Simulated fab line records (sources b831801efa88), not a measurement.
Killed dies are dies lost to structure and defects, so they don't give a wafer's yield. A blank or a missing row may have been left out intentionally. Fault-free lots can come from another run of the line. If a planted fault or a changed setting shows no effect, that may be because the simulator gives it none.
One fault through the eyes of 2 desks -- flow gf180mcu -- what lay behind the numbers comes last; until then each desk has only its own

## TOOL OWNER'S DESK, pecvd-04
The tool's own readings at GF_V2_CVD_02 (deposits SiO2 from TEOS, target thk 850 nm, time 94.851 s): means of the sampled wafers that have a number, for each lot that ran on this tool. If a lot's mean is further than 4 standard deviations from the usual mean, the lot is out of limits and carries the mark OUT (the distance appears in the brackets).
Columns: A = heater-power-outer-w at GF_V2_CVD_02, usual 365 W; B = heater-power-w at GF_V2_CVD_02, usual 629 W
lot,first seen here,A,B
L915,day 21 03:05,411,727
L918,day 21 19:07,400,698
L923,day 24 10:52,472,811
L930,day 25 21:35,389,703
L933,day 26 14:23,533,905
This desk's verdict: no lot among the 5 shows anything out of limits.

## AT THE METROLOGY DESK
What the gauges read, lot by lot, whatever tool the lot ran on: means of the sampled wafers that have a number. If a lot's mean is further than 4 standard deviations from the usual mean, the lot is out of limits and carries the mark OUT (the distance appears in the brackets).
Columns: A = V2_CVD_00_THK at GF_V2_THK_MEAS_01, usual 598 nm; B = V2_CVD_02_THK at GF_V2_THK_MEAS_03, usual 846 nm
lot,first seen here,A,B
L913,day 19 21:11,593,846
L914,day 20 17:14,588,850
L915,day 21 03:02,596,847
L916,day 21 11:56,598,853
L918,day 21 19:04,592,848
L920,day 22 16:43,598,848
L921,day 23 02:56,598,846
L922,day 23 14:26,596,827
L924,day 23 22:02,592,841
L923,day 24 10:49,607,840
L930,day 25 21:31,599,1004 (+14) OUT
L933,day 26 14:20,597,992 (+13) OUT
This desk's result: L930, L933 out of limits, first on L930 (V2_CVD_02_THK at GF_V2_THK_MEAS_03), day 25 21:39. L913, L914, L915, L916, L918, L920, L921, L922, L924, L923 stayed within limits.

## ALL TOGETHER
The metrology desk could have raised an alarm at day 25 21:39, on L930, L933.
The tool owner's desk saw nothing out of limits.
On record at the tool owner's desk: L930, L933, within its limits.
Of the lots named, all ran GF_V2_CVD_02 on pecvd-04.

## WHAT WAS PUT IN BY THE SIMULATOR
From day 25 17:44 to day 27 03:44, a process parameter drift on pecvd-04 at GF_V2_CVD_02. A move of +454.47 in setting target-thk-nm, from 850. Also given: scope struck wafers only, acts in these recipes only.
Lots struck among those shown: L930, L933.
Delay in hours, fault start to first out-of-limits reading, per desk: metrology desk 4.
